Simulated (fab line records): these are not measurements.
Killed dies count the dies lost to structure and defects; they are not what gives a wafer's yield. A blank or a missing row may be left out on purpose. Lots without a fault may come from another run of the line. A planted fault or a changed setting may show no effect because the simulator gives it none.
fab line records	flow sky130	part 1 of 2: steps 1 to 26 of 36
[record] lots = 5	wafers = 15	lastDay = 50
route steps=708 shown CONTACT@410 METAL1@434
lots that met no fault: from a run of the same line without faults
startH: hours from the record's opening day to when the first of the lot's shown wafers began	waitH: hours from the lot's prior step to this one	" identical to the entry in the row above	L1.1+2: one row covering several wafers at once	- either no value or no given start	* or withheld: withheld	< > ~ a bound
route shown NAME@n: a module of which the file shows steps, and the number in the route of the first	usual: mean/standard deviation of fault-free wafers	same: alike in all rows	chamber/n: place in a boat	sites: each site's reading	_std_site: standard deviation across them	_edge_site: the outer-site mean with the inner-site mean subtracted	radiusMm: for every site, how far away it sits from the centre of the wafer	mask NAME#n: copy n	behind: tool/chamber where the wafer was last shaped	hold: why the lot went on hold/how many hours it stayed there/how the hold came to an end	device: names the non-switching transistor (n, p or np)	end of line: the tests these same wafers got at the end of their route	a step with no rows: only its recipe	killed: not the wafer's yield, but the dies lost to structure and defects at the first sort	map: dies across one wafer; x = killed, . = not, _ = none there
set.NAME: the setting the step ran with; set.NAME@STEP: the setting that earlier step ran with	model.NAME: the simulator's own value behind a step, which no gauge read
lots at selected steps of the route; one table per step, one row per wafer
services: a tool's chamber out of use, with start hour (startH, from the record's first day; less than 0 if before it), hours out, and reason
[[steps]]
[step SKY_CONTACT_CMP_04]
[recipe] material = SiO2	downForcePsi = 4	platenRpm = 60	padVelocityMS = 0.94248
[usual] motorCurrentA = 11.5/0.86	timeToEndpointS = 84/5.7
lot.wafer	tool	chamber	startH	waitH	motorCurrentA	timeToEndpointS
L076.1	cmp-02	2	720.54	0.1	12.4	85
L076.2	"	0	"	"	10.6	78
L076.5	"	1	"	"	12.0	86
L077.4	cmp-01	0	724.39	0.0	11.6	85
L077.2	"	1	"	"	10.0	85
L077.5	"	1	"	"	10.2	86
L081.4	cmp-01	2	769.88	0.2	10.2	87
L081.6	"	3	"	"	11.9	75
L081.5	"	0	"	"	12.5	82
L091.1	cmp-01	0	839.82	0.1	12.6	84
L091.2	"	1	"	"	10.2	85
L091.3	"	3	"	"	12.0	88
L096.3	cmp-02	3	870.63	0.0	11.4	92
L096.1	"	1	"	"	12.2	92
L096.5	"	0	"	"	10.5	84
[step SKY_CONTACT_BOW_MEAS_05]
[recipe] mode = bow
[usual] CONTACT_BOW = 80/6.4
lot.wafer	tool	chamber	startH	waitH	CONTACT_BOW[um]
L076.1	filmMetro-02	-	720.79	0.2	80
L076.2	"	-	"	"	77
L076.5	"	-	"	"	74
L077.2	filmMetro-04	-	724.71	0.2	84
L077.4	"	-	"	"	76
L077.5	"	-	"	"	82
L081.4	filmMetro-02	-	770.09	0.2	70
L081.5	"	-	"	"	73
L081.6	"	-	"	"	83
L091.1	filmMetro-01	-	840.12	0.2	85
L091.2	"	-	"	"	83
L091.3	"	-	"	"	73
L096.1	filmMetro-04	-	870.93	0.1	70
L096.3	"	-	"	"	82
L096.5	"	-	"	"	67
[step SKY_CONTACT_DEHYDRATE_06]
[recipe] tempC = 200	timeS = 60
[usual] heaterPowerTotalW = 160.38/0.12
lot.wafer	tool	chamber	startH	waitH	heaterPowerTotalW
L076.1	lithoTrack-04	0	733.62	12.8	160.41
L076.2	"	0	"	"	160.41
L076.5	"	0	"	"	160.47
L077.2	lithoTrack-01	0	737.49	12.8	160.51
L077.4	"	0	"	"	160.55
L077.5	"	0	"	"	160.47
L081.4	lithoTrack-04	0	783.24	13.1	160.23
L081.5	"	0	"	"	160.30
L081.6	"	0	"	"	160.56
L091.1	lithoTrack-04	0	852.12	12.0	160.30
L091.2	"	0	"	"	160.29
L091.3	"	0	"	"	160.60
L096.1	lithoTrack-01	0	883.16	12.2	160.36
L096.3	"	0	"	"	160.38
L096.5	"	0	"	"	160.23
[step SKY_CONTACT_HMDS_07]
[recipe] primeTimeS = 60	primeTempC = 120
lot.wafer	tool	chamber	startH	waitH
L076.1+2+5	lithoTrack-04	0	733.77	0.1
L077.2+4+5	lithoTrack-01	0	737.64	0.1
L081.4+5+6	lithoTrack-04	0	783.39	0.1
L091.1+2+3	lithoTrack-04	0	852.27	0.1
L096.1+3+5	lithoTrack-01	0	883.31	0.1
[step SKY_CONTACT_COAT_08]
[recipe] resist = BARC	tempC = withheld	timeS = withheld	spinRpm = 3000	resistThkNm = 60
[usual] spinSpeedRpm = 2999.8/1.7
lot.wafer	tool	chamber	startH	waitH	spinSpeedRpm
L076.1	lithoTrack-04	0	733.92	0.1	2999.0
L076.2	"	0	"	"	2998.4
L076.5	"	0	"	"	3002.0
L077.2	lithoTrack-01	0	737.79	0.1	3000.2
L077.4	"	0	"	"	2999.2
L077.5	"	0	"	"	2997.0
L081.4	lithoTrack-04	0	783.54	0.1	3000.0
L081.5	"	0	"	"	3001.3
L081.6	"	0	"	"	3003.5
L091.1	lithoTrack-04	0	852.42	0.1	2998.6
L091.2	"	0	"	"	2997.3
L091.3	"	0	"	"	2998.8
L096.1	lithoTrack-01	0	883.46	0.1	2999.0
L096.3	"	0	"	"	2999.4
L096.5	"	0	"	"	2997.3
[step SKY_CONTACT_COAT_09]
[recipe] resist = KrF-thick	spinRpm = 3000	resistThkNm = 450
[usual] spinSpeedRpm = 2999.9/1.8
lot.wafer	tool	chamber	startH	waitH	spinSpeedRpm
L076.1	lithoTrack-04	0	-	-	3002.2
L076.2	"	0	"	"	3000.1
L076.5	"	0	"	"	3001.1
L077.2	lithoTrack-01	0	-	-	2998.1
L077.4	"	0	"	"	3000.9
L077.5	"	0	"	"	2999.7
L081.4	lithoTrack-04	0	-	-	3000.1
L081.5	"	0	"	"	2998.7
L081.6	"	0	"	"	2999.6
L091.1	lithoTrack-04	0	-	-	3001.4
L091.2	"	0	"	"	3001.7
L091.3	"	0	"	"	3000.4
L096.1	lithoTrack-01	0	-	-	3001.3
L096.3	"	0	"	"	3003.5
L096.5	"	0	"	"	2998.7
[step SKY_CONTACT_SOFTBAKE_10]
[recipe] tempC = 100	timeS = 90	resist = KrF-thick
[usual] heaterPowerTotalW = 57.37/0.12
lot.wafer	tool	chamber	startH	waitH	heaterPowerTotalW
L076.1	lithoTrack-04	0	-	-	57.41
L076.2	"	0	"	"	57.55
L076.5	"	0	"	"	57.45
L077.2	lithoTrack-01	0	-	-	57.41
L077.4	"	0	"	"	57.52
L077.5	"	0	"	"	57.39
L081.4	lithoTrack-04	0	-	-	57.46
L081.5	"	0	"	"	57.46
L081.6	"	0	"	"	57.36
L091.1	lithoTrack-04	0	-	-	57.46
L091.2	"	0	"	"	57.25
L091.3	"	0	"	"	57.38
L096.1	lithoTrack-01	0	-	-	57.53
L096.3	"	0	"	"	57.53
L096.5	"	0	"	"	57.38
[step SKY_CONTACT_EXPOSE_11]
[recipe] maskId = CTM1	na = 0.8	sourceShape = annular	sigmaInner = 0.55	sigmaOuter = 0.85	targetCdNm = 170	doseMj = 38
[usual] reticleTempC = 23.00/0.093
[same] na = 0.8
lot.wafer	tool	chamber	startH	waitH	mask	reticleTempC
L076.1	krfScanner-01	0	-	-	CTM1#0	23.12
L076.2	"	0	"	"	CTM1#0	23.19
L076.5	"	0	"	"	CTM1#0	23.07
L077.2	krfScanner-02	0	-	-	CTM1#0	22.72
L077.4	"	0	"	"	CTM1#0	22.89
L077.5	"	0	"	"	CTM1#0	22.91
L081.4	krfScanner-01	0	-	-	CTM1#0	22.98
L081.5	"	0	"	"	CTM1#0	23.04
L081.6	"	0	"	"	CTM1#0	22.99
L091.1	krfScanner-02	0	-	-	CTM1#0	22.79
L091.2	"	0	"	"	CTM1#0	22.94
L091.3	"	0	"	"	CTM1#0	22.96
L096.1	krfScanner-02	0	-	-	CTM1#0	23.08
L096.3	"	0	"	"	CTM1#0	22.93
L096.5	"	0	"	"	CTM1#0	22.97
[step SKY_CONTACT_PEB_12]
[recipe] pebTempC = withheld	pebTimeS = withheld	resist = KrF-thick
lot.wafer	tool	chamber	startH	waitH
L076.1+2+5	lithoTrack-01	0	-	-
L077.2+4+5	lithoTrack-01	0	-	-
L081.4+5+6	lithoTrack-04	0	-	-
L091.1+2+3	lithoTrack-04	0	-	-
L096.1+3+5	lithoTrack-02	0	-	-
[step SKY_CONTACT_DEVELOP_13]
[recipe] developTimeS = 60	resist = KrF-thick	devTempC = 21
[usual] developerTempC = 20.99/0.09
lot.wafer	tool	chamber	startH	waitH	developerTempC
L076.1	lithoTrack-01	0	-	-	20.87
L076.2	"	0	"	"	21.04
L076.5	"	0	"	"	21.10
L077.2	lithoTrack-01	0	-	-	21.02
L077.4	"	0	"	"	21.02
L077.5	"	0	"	"	20.91
L081.4	lithoTrack-04	0	-	-	21.04
L081.5	"	0	"	"	20.93
L081.6	"	0	"	"	20.94
L091.1	lithoTrack-04	0	-	-	20.84
L091.2	"	0	"	"	20.89
L091.3	"	0	"	"	20.99
L096.1	lithoTrack-02	0	-	-	21.09
L096.3	"	0	"	"	21.20
L096.5	"	0	"	"	21.03
[step SKY_CONTACT_CD_MEAS_14]
[recipe] targetCdNm = 170
[usual] cdNm = 170.2/1.6
lot.wafer	tool	chamber	startH	waitH	cdNm
L076.1	cdSem-02	-	748.26	-	171.0
L076.2	"	-	"	"	170.4
L076.5	"	-	"	"	171.9
L077.2	cdSem-01	-	752.53	-	170.6
L077.4	"	-	"	"	171.6
L077.5	"	-	"	"	171.1
L081.4	cdSem-01	-	796.83	-	169.0
L081.5	"	-	"	"	169.8
L081.6	"	-	"	"	171.0
L091.1	cdSem-02	-	866.12	-	172.0
L091.2	"	-	"	"	172.8
L091.3	"	-	"	"	173.0
L096.1	cdSem-01	-	896.93	-	168.0
L096.3	"	-	"	"	169.5
L096.5	"	-	"	"	168.4
[step SKY_CONTACT_OVL_MEAS_15]
[usual] CONTACT_OVL = -2/4.9
lot.wafer	tool	chamber	startH	waitH	CONTACT_OVL[nm]
L076.1	overlay-01	-	748.38	0.1	-3
L076.2	"	-	"	"	-4
L076.5	"	-	"	"	-2
L077.2	overlay-02	-	752.64	0.1	1
L077.4	"	-	"	"	-2
L077.5	"	-	"	"	-7
L081.4	overlay-01	-	796.90	0.1	5
L081.5	"	-	"	"	-3
L081.6	"	-	"	"	1
L091.1	overlay-02	-	866.24	0.1	-3
L091.2	"	-	"	"	4
L091.3	"	-	"	"	11
L096.1	overlay-02	-	897.05	0.1	5
L096.3	"	-	"	"	-2
L096.5	"	-	"	"	0
[step SKY_CONTACT_ETCH_16]
[recipe] chemistry = N2/H2	target = BARC	ionEnergyEv = 200	sourceW = 500	biasW = 100	pressureMtorr = 30	n2FlowSccm = 100	h2FlowSccm = 200	stopOn = SiO2	timeS = 45.9	targetDepthA = 600
[usual] biasW = 99.94/0.26	drypumpMotorCurrentA = 5.9/0.41	oesProductAu = 0.855/0.0045	throttleValvePct = 13.224/0.0083
lot.wafer	tool	chamber	startH	waitH	biasW	drypumpMotorCurrentA	oesProductAu	rfHoursCounterH	throttleValvePct
L076.1	rieDiel-03	3	748.42	0.0	99.72	6.3	0.856	11	13.236
L076.2	"	2	"	"	99.71	5.3	0.855	3	13.229
L076.5	"	0	"	"	100.11	6.1	0.848	-	13.228
L077.2	rieDiel-04	2	752.67	0.0	100.23	6.6	0.848	2	13.215
L077.4	"	3	"	"	99.81	6.3	0.864	-	13.233
L077.5	"	0	"	"	100.19	5.7	0.860	-	13.227
L081.4	rieDiel-02	3	796.92	0.0	100.14	5.7	0.857	4	13.217
L081.5	"	2	"	"	100.13	5.8	0.857	-	13.219
L081.6	"	3	"	"	99.63	5.7	0.853	-	13.215
L091.1	rieDiel-02	3	866.27	0.0	100.07	5.7	0.852	7	13.223
L091.2	"	1	"	"	100.09	5.7	0.853	8	13.231
L091.3	"	2	"	"	99.77	5.8	0.853	8	13.225
L096.1	rieDiel-02	2	897.09	0.0	99.69	5.8	0.856	9	13.230
L096.3	"	3	"	"	99.62	5.7	0.855	8	13.221
L096.5	"	3	"	"	99.83	5.7	0.851	-	13.234
[step SKY_CONTACT_ETCH_17]
[recipe] target = SiO2	chemistry = C4F8/O2/Ar	stopOn = Si3N4	maskMaterial = KrF-thick	sourceW = 1500	biasW = 1200	pressureMtorr = 40	c4f8FlowSccm = withheld	O2_flow_sccm = 6	Ar_flow_sccm = 300	timeS = withheld	targetDepthA = 3400
[usual] biasW = 1201/3.5	oesProductAu = 0.893/0.005
lot.wafer	tool	chamber	startH	waitH	biasW	oesProductAu
L076.1	rieDiel-03	3	748.46	0.0	1210	0.892
L076.2	"	2	"	"	1203	0.883
L076.5	"	0	"	"	1200	0.893
L077.2	rieDiel-04	2	752.71	0.0	1197	0.889
L077.4	"	3	"	"	1197	0.890
L077.5	"	0	"	"	1196	0.895
L081.4	rieDiel-02	3	796.96	0.0	1207	0.886
L081.5	"	2	"	"	1203	0.898
L081.6	"	3	"	"	1199	0.892
L091.1	rieDiel-02	3	866.32	0.0	1207	0.891
L091.2	"	1	"	"	1196	0.885
L091.3	"	2	"	"	1196	0.885
L096.1	rieDiel-02	2	897.13	0.0	1201	0.893
L096.3	"	3	"	"	1202	0.892
L096.5	"	3	"	"	1203	0.888
[step SKY_CONTACT_ETCH_18]
[recipe] target = Si3N4	chemistry = CHF3/O2	stopOn = TiN	sourceW = 600	biasW = 200	pressureMtorr = 40	chf3FlowSccm = 50	O2_flow_sccm = 5	timeS = 39	targetDepthA = 750
[usual] biasW = 200.0/0.54	drypumpMotorCurrentA = 5.9/0.4	oesProductAu = 0.853/0.0078	throttleValvePct = 8.794/0.0085
lot.wafer	tool	chamber	startH	waitH	biasW	drypumpMotorCurrentA	oesProductAu	rfHoursCounterH	throttleValvePct
L076.1	rieDiel-03	3	-	-	199.9	6.2	0.845	11	8.792
L076.2	"	2	"	"	199.0	5.3	0.850	3	8.804
L076.5	"	0	"	"	200.7	6.0	0.857	-	8.784
L077.2	rieDiel-04	2	-	-	200.6	6.6	0.852	2	8.794
L077.4	"	3	"	"	200.5	6.3	0.858	-	8.793
L077.5	"	0	"	"	200.8	5.7	0.861	-	8.789
L081.4	rieDiel-02	3	-	-	200.4	5.7	0.856	4	8.798
L081.5	"	2	"	"	200.4	5.8	0.858	-	8.796
L081.6	"	3	"	"	200.5	5.7	0.850	-	8.798
L091.1	rieDiel-02	3	-	-	199.4	5.7	0.836	7	8.789
L091.2	"	1	"	"	199.1	5.7	0.837	8	8.798
L091.3	"	2	"	"	199.6	5.8	0.851	8	8.805
L096.1	rieDiel-02	2	-	-	199.4	5.8	0.856	10	8.797
L096.3	"	3	"	"	199.7	5.7	0.862	8	8.778
L096.5	"	3	"	"	200.0	5.7	0.857	-	8.802
[step SKY_CONTACT_STRIP_19]
[recipe] chemistry = O2/N2	powerW = 1400	pressureMtorr = 1500	platenTempC = withheld	o2FlowSccm = 3000	n2FlowSccm = 300	overashFraction = 0.5
[usual] drypumpMotorCurrentA = 5.6/0.46	oesProductAu = 0.381/0.005	stripTimeToEndpointS = 3.62/0.035
lot.wafer	tool	chamber	startH	waitH	drypumpMotorCurrentA	oesProductAu	rfHoursCounterH	stripTimeToEndpointS
L076.1	plasmaAsher-04	0	748.55	-	5.3	0.381	0	3.64
L076.2	"	1	"	"	5.3	0.386	0	3.64
L076.5	"	1	"	"	5.3	0.383	-	3.64
L077.2	plasmaAsher-03	1	752.80	-	5.3	0.389	94	3.66
L077.4	"	1	"	"	5.3	0.371	-	3.55
L077.5	"	0	"	"	6.5	0.377	-	3.52
L081.4	plasmaAsher-03	0	797.09	-	6.5	0.378	-	3.60
L081.5	"	0	"	"	6.5	0.370	-	3.58
L081.6	"	1	"	"	5.4	0.378	-	3.62
L091.1	plasmaAsher-03	1	866.41	-	5.3	0.381	104	3.65
L091.2	"	0	"	"	6.4	0.396	104	3.64
L091.3	"	0	"	"	6.4	0.381	-	3.65
L096.1	plasmaAsher-02	1	897.22	-	5.4	0.383	46	3.63
L096.3	"	1	"	"	5.4	0.378	-	3.66
L096.5	"	0	"	"	5.5	0.380	-	3.65
[step SKY_CONTACT_STRIP_20]
[recipe] chemistry = postEtchResidueRemover	timeS = 1200	tempC = 72.5
lot.wafer	tool	chamber	startH	waitH
L076.1+2+5	wetBench-04	1	748.65	0.1
L077.2+4+5	wetBench-03	0	752.90	0.1
L081.4+5+6	wetBench-03	3	797.15	0.0
L091.1+2+3	wetBench-02	0	866.51	0.1
L096.1+3+5	wetBench-04	0	897.32	0.1
[step SKY_CONTACT_CLEAN_21]
[recipe] chemistry = IPA	timeS = 180	tempC = 25
lot.wafer	tool	chamber	startH	waitH
L076.1+2+5	wetBench-02	0	749.02	0.0
L077.2+4+5	wetBench-02	2	753.24	0.0
L081.4+5+6	wetBench-02	1	797.50	0.0
L091.1+2+3	wetBench-04	1	866.85	0.0
L096.1+3+5	wetBench-03	3	897.66	0.0
[step SKY_CONTACT_CLEAN_22]
[recipe] chemistry = O3/DIW	dry = n2Spin
lot.wafer	tool	chamber	startH	waitH
L076.1+2+5	wetBench-04	3	749.09	0.0
L077.2+4+5	wetBench-04	0	753.31	0.0
L081.4+5+6	wetBench-04	2	797.55	0.0
L091.1+2+3	wetBench-03	0	866.91	0.0
L096.1+3+5	wetBench-04	1	897.73	0.0
[step SKY_CONTACT_SPUTTER_23]
[recipe] material = TiN	targetThkNm = 20	chamberPressurePa = 5	powerW = 4000	timeS = 80
[usual] throttleValvePct = 30.3/1.1
lot.wafer	tool	chamber	startH	waitH	throttleValvePct
L076.1	pvdSputter-04	-	749.19	0.0	31.1
L076.2	"	-	"	"	32.0
L076.5	"	-	"	"	28.9
L077.2	pvdSputter-02	-	753.40	0.0	28.8
L077.4	"	-	"	"	31.0
L077.5	"	-	"	"	28.7
L081.4	pvdSputter-01	-	797.65	0.0	30.0
L081.5	"	-	"	"	29.7
L081.6	"	-	"	"	29.2
L091.1	pvdSputter-04	-	867.00	0.0	31.8
L091.2	"	-	"	"	28.9
L091.3	"	-	"	"	31.4
L096.1	pvdSputter-01	-	897.82	0.0	30.9
L096.3	"	-	"	"	28.5
L096.5	"	-	"	"	28.9
[step SKY_CONTACT_CVD_24]
[recipe] material = W	targetThkNm = 340	timeS = 102.12	tempC = 400	pressureTorr = 40
[usual] heaterPowerW = 854/75
lot.wafer	tool	chamber	startH	waitH	heaterPowerW
L076.1	cvdW-01	0	749.25	0.0	866
L076.2	"	0	"	"	869
L076.5	"	0	"	"	894
L077.2	cvdW-02	0	753.47	0.0	807
L077.4	"	1	"	"	1026
L077.5	"	0	"	"	834
L081.4	cvdW-01	0	797.74	0.1	862
L081.5	"	1	"	"	788
L081.6	"	0	"	"	892
L091.1	cvdW-01	0	867.06	0.0	899
L091.2	"	1	"	"	788
L091.3	"	1	"	"	762
L096.1	cvdW-01	1	897.88	0.0	784
L096.3	"	0	"	"	921
L096.5	"	1	"	"	792
[step SKY_CONTACT_RS_MEAS_25]
[recipe] thkMeasGauge = four-point-probe	reads = W_of_CONTACT_CVD_24+TiN_of_CONTACT_SPUTTER_23
[usual] CONTACT_W_RS = 0.339/0.0054
lot.wafer	tool	chamber	startH	waitH	CONTACT_W_RS[ohm/sq]
L076.1	filmMetro-01	-	749.47	0.2	0.337
L076.2	"	-	"	"	0.345
L076.5	"	-	"	"	0.343
L077.2	filmMetro-01	-	753.60	0.1	0.328
L077.4	"	-	"	"	0.333
L077.5	"	-	"	"	0.328
L081.4	filmMetro-01	-	797.88	0.1	0.335
L081.5	"	-	"	"	0.345
L081.6	"	-	"	"	0.334
L091.1	filmMetro-04	-	867.17	0.1	0.339
L091.2	"	-	"	"	0.346
L091.3	"	-	"	"	0.347
L096.1	filmMetro-02	-	897.99	0.1	0.344
L096.3	"	-	"	"	0.334
L096.5	"	-	"	"	0.343
[step SKY_CONTACT_THK_MEAS_26]
[recipe] thkMeasGauge = xrf	reads = W_of_CONTACT_CVD_24
[usual] CONTACT_W_THK = 328/5.6
lot.wafer	tool	chamber	startH	waitH	CONTACT_W_THK[nm]
L076.1	filmMetro-01	-	749.59	0.1	332
L076.2	"	-	"	"	321
L076.5	"	-	"	"	328
L077.2	filmMetro-01	-	753.71	0.1	342
L077.4	"	-	"	"	334
L077.5	"	-	"	"	341
L081.4	filmMetro-01	-	797.97	0.1	334
L081.5	"	-	"	"	326
L081.6	"	-	"	"	337
L091.1	filmMetro-04	-	867.29	0.1	331
L091.2	"	-	"	"	324
L091.3	"	-	"	"	323
L096.1	filmMetro-02	-	898.11	0.1	322
L096.3	"	-	"	"	329
L096.5	"	-	"	"	322
[step SKY_CONTACT_CMP_27]
[recipe] stopOn = SiO2	tOverpolishS = 15	downForcePsi = 3.5	platenRpm = 60	targetThkNm = 0	padVelocityMS = 0.94248
[usual] motorCurrentA = 10.6/0.77	overpolishRunS = 15.000/0.0083	timeToEndpointS = 84/4
lot.wafer	tool	chamber	startH	waitH	motorCurrentA	overpolishRunS	timeToEndpointS
L076.1	cmp-02	1	749.65	0.1	10.8	14.993	93
L076.2	"	3	"	"	10.8	14.985	89
L076.5	"	1	"	"	12.2	15.002	90
L077.4	cmp-02	2	753.81	0.1	11.1	15.002	85
L077.2	"	3	"	"	10.2	15.007	89
L077.5	"	1	"	"	11.6	14.992	92
L081.4	cmp-01	0	798.00	0.0	11.3	15.004	81
L081.6	"	0	"	"	11.6	14.999	84
L081.5	"	1	"	"	9.5	15.010	86
L091.3	cmp-02	1	867.40	0.1	11.0	14.984	89
L091.1	"	2	"	"	11.2	14.986	86
L091.2	"	3	"	"	10.6	15.007	83
L096.1	cmp-01	1	898.27	0.1	8.9	15.003	82
L096.3	"	2	"	"	9.6	15.001	86
L096.5	"	0	"	"	11.7	15.005	82
[step SKY_METAL1_SPUTTER_00]
[recipe] material = Ti	targetThkNm = 15	powerW = 3000	timeS = 10	chamberPressurePa = 0.4
[usual] throttleValvePct = 30.0/0.9
lot.wafer	tool	chamber	startH	waitH	throttleValvePct
L076.1	pvdSputter-03	-	749.95	0.2	30.2
L076.2	"	-	"	"	29.8
L076.5	"	-	"	"	29.9
L077.2	pvdSputter-01	-	754.06	0.1	31.1
L077.4	"	-	"	"	29.5
L077.5	"	-	"	"	28.8
L081.4	pvdSputter-02	-	798.30	0.2	31.2
L081.5	"	-	"	"	29.3
L081.6	"	-	"	"	31.4
L091.1	pvdSputter-02	-	867.65	0.1	28.8
L091.2	"	-	"	"	30.7
L091.3	"	-	"	"	29.3
L096.1	pvdSputter-01	-	898.47	0.1	31.0
L096.3	"	-	"	"	29.4
L096.5	"	-	"	"	29.5
[step SKY_METAL1_SPUTTER_01]
[recipe] material = TiN	targetThkNm = 20	powerW = 6500	timeS = 16.7	chamberPressurePa = 0.4
[usual] throttleValvePct = 30.0/0.91
lot.wafer	tool	chamber	startH	waitH	throttleValvePct
L076.1	pvdSputter-03	-	749.97	0.0	30.2
L076.2	"	-	"	"	29.7
L076.5	"	-	"	"	29.7
L077.2	pvdSputter-01	-	754.08	0.0	31.0
L077.4	"	-	"	"	29.6
L077.5	"	-	"	"	28.8
L081.4	pvdSputter-02	-	798.32	0.0	31.4
L081.5	"	-	"	"	29.6
L081.6	"	-	"	"	31.4
L091.1	pvdSputter-02	-	867.67	0.0	28.6
L091.2	"	-	"	"	31.1
L091.3	"	-	"	"	29.3
L096.1	pvdSputter-01	-	898.49	0.0	31.1
L096.3	"	-	"	"	29.3
L096.5	"	-	"	"	29.3
